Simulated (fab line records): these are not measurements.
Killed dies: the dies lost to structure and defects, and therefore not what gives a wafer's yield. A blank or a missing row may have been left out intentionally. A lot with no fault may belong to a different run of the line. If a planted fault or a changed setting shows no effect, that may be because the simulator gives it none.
Split-lot experiment / flow sky130 / 12 wafers read across 5 lots, on a route 708 steps long

== THE SPLIT ==
At SKY_METAL4_COAT_07 (resist thk 60 nm), the setting resist_thk_nm was moved away from the recipe's 60 nm on 4 of the 12 wafers read, by -4.2% to +5.4%. The other wafers ran this setting at the recipe's value.

There is no step in the file separating the split from the reading.

== THE READING ==
etch.depth_nm (the simulator's own value, which no gauge read), in nm, at SKY_METAL4_ETCH_16 (etches BARC in N2/H2, stops on SiO2, time 88.2 s, target depth 60 nm). The file does not state a usual value for it. Here, 8 wafers ran the recipe; their average is 59.99 nm with a standard deviation of 0.21 nm.

wafer=L074.1; tool, chamber at the split=litho_track-04, 0; resist_thk_nm as run, nm=60; against the recipe=recipe; etch.depth_nm, nm=60.11; against lot-mates on the recipe=-
wafer=L074.4; tool, chamber at the split=litho_track-04, 0; resist_thk_nm as run, nm=60; against the recipe=recipe; etch.depth_nm, nm=59.85; against lot-mates on the recipe=-
wafer=L074.5; tool, chamber at the split=litho_track-04, 0; resist_thk_nm as run, nm=60; against the recipe=recipe; etch.depth_nm, nm=60.06; against lot-mates on the recipe=-
wafer=L077.4; tool, chamber at the split=litho_track-03, 0; resist_thk_nm as run, nm=60; against the recipe=recipe; etch.depth_nm, nm=60.47; against lot-mates on the recipe=-
wafer=L078.1; tool, chamber at the split=litho_track-04, 0; resist_thk_nm as run, nm=60; against the recipe=recipe; etch.depth_nm, nm=59.83; against lot-mates on the recipe=-
wafer=L078.2; tool, chamber at the split=litho_track-04, 0; resist_thk_nm as run, nm=63.23; against the recipe=+5.4%; etch.depth_nm, nm=63.18; against lot-mates on the recipe=+3.35
wafer=L078.3; tool, chamber at the split=litho_track-04, 0; resist_thk_nm as run, nm=63.23; against the recipe=+5.4%; etch.depth_nm, nm=63.29; against lot-mates on the recipe=+3.46
wafer=L078.4; tool, chamber at the split=litho_track-04, 0; resist_thk_nm as run, nm=60; against the recipe=recipe; etch.depth_nm, nm=59.84; against lot-mates on the recipe=-
wafer=L078.5; tool, chamber at the split=litho_track-04, 0; resist_thk_nm as run, nm=60; against the recipe=recipe; etch.depth_nm, nm=59.83; against lot-mates on the recipe=-
wafer=L082.1; tool, chamber at the split=litho_track-04, 0; resist_thk_nm as run, nm=57.46; against the recipe=-4.2%; etch.depth_nm, nm=57.27; against lot-mates on the recipe=no lot-mate on the recipe
wafer=L083.5; tool, chamber at the split=litho_track-02, 0; resist_thk_nm as run, nm=60; against the recipe=recipe; etch.depth_nm, nm=59.95; against lot-mates on the recipe=-
wafer=L083.6; tool, chamber at the split=litho_track-02, 0; resist_thk_nm as run, nm=63.12; against the recipe=+5.2%; etch.depth_nm, nm=63.01; against lot-mates on the recipe=+3.06

FIT RESULTS
A straight line over all 12 wafers: etch.depth_nm changes by +0.607 nm for each +1% of resist_thk_nm; r = +0.99; the points scatter about the line by 0.2 nm.
The same after taking each lot's own level away (the mean of its wafers on the recipe; 11 wafers): +0.618 nm for each +1%; r = +1.00; scatter 0.094 nm.
The reading moves by 3.3 nm for the largest change in resist_thk_nm, on that fit.
From 59.833 to 60.470 nm: that is the span of the lots' own levels, equal to 3.1 times the standard deviation above.
Hence the lot-to-lot level has little effect on the slope; both slopes agree.
Check: with one of the wafers moved furthest among these (+5.4%) left out of the fit, the line predicts +3.32 nm for it against its lot-mates. It came out at +3.35 nm against them.

== THE OTHER SPLITS THESE WAFERS WENT THROUGH ==
Note: prior to the reading, these wafers also went through further splits. Each is held against what the fit with the lots' levels taken away leaves over:
other split on the same wafers=SKY_CAP2M_COAT_07 spin_rpm; wafers away from the commonest value=4; r with etch.depth_nm (lot level and that fit taken away)=-0.35

== FILE'S OWN FIT ==
etch.depth_nm changes by +0.619 nm for each +1% of resist_thk_nm, r = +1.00.
